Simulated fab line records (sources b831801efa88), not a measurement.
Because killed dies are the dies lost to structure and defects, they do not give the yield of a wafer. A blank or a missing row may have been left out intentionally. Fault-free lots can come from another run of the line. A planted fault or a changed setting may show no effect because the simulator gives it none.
Chamber matching + flow sfqLine + 4 sister chambers for SFQ_TRILAYER_I0_VIA_BARC_OPEN_VIA_ETCH_046 on rieDiel-01
The step etches BARC in O2, target depth 125 nm, time 41.7 s. 4 wafers are shown with their chamber, then 8 later ones without.

== EACH WAFER AND ITS CHAMBER ==
| wafer  | chamber | drypumpMotorCurrentA (A) |
|--------|---------|--------------------------|
| L139.1 | 2       | 5.6                      |
| L144.1 | 3       | 6.0                      |
| L144.6 | 1       | 6.2                      |
| L145.3 | 0       | 6.6                      |

== WAFERS WITHOUT THEIR CHAMBER ==
| wafer  | drypumpMotorCurrentA (A) |
|--------|--------------------------|
| L145.4 | 6.0                      |
| L145.6 | 6.1                      |
| L147.3 | 6.1                      |
| L147.4 | 6.0                      |
| L147.5 | 5.6                      |
| L153.2 | 6.0                      |
| L153.4 | 6.2                      |
| L153.6 | 6.2                      |

== THE CHAMBER EACH PASSED THROUGH ==
| wafer  | from the rows above     | in truth |
|--------|-------------------------|----------|
| L145.4 | 3                       | 3        |
| L145.6 | can't be placed: 3 or 1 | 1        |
| L147.3 | can't be placed: 3 or 1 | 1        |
| L147.4 | 3                       | 3        |
| L147.5 | 2                       | 2        |
| L153.2 | 3                       | 3        |
| L153.4 | 1                       | 1        |
| L153.6 | 1                       | 1        |
Correct placement for 6 of the 8. Unplaceable from these rows: 2, with the true chamber sitting among the candidates in 2. Placed wrongly: 0.
How it was worked out, from the rows above alone: a wafer's distance from a chamber is the root of the sum, over the readings, of the square of ((its reading less the chamber's mean) divided by the reading's scatter). If the next closest chamber is less than 2 further off than the closest, the wafer can't be placed; otherwise it belongs to the closest. For every chamber, the mean is computed from those of its wafers that are shown. The scatter: with one shown wafer a chamber, the root of the mean of the squares of how far each hidden wafer lies from its nearest shown one.
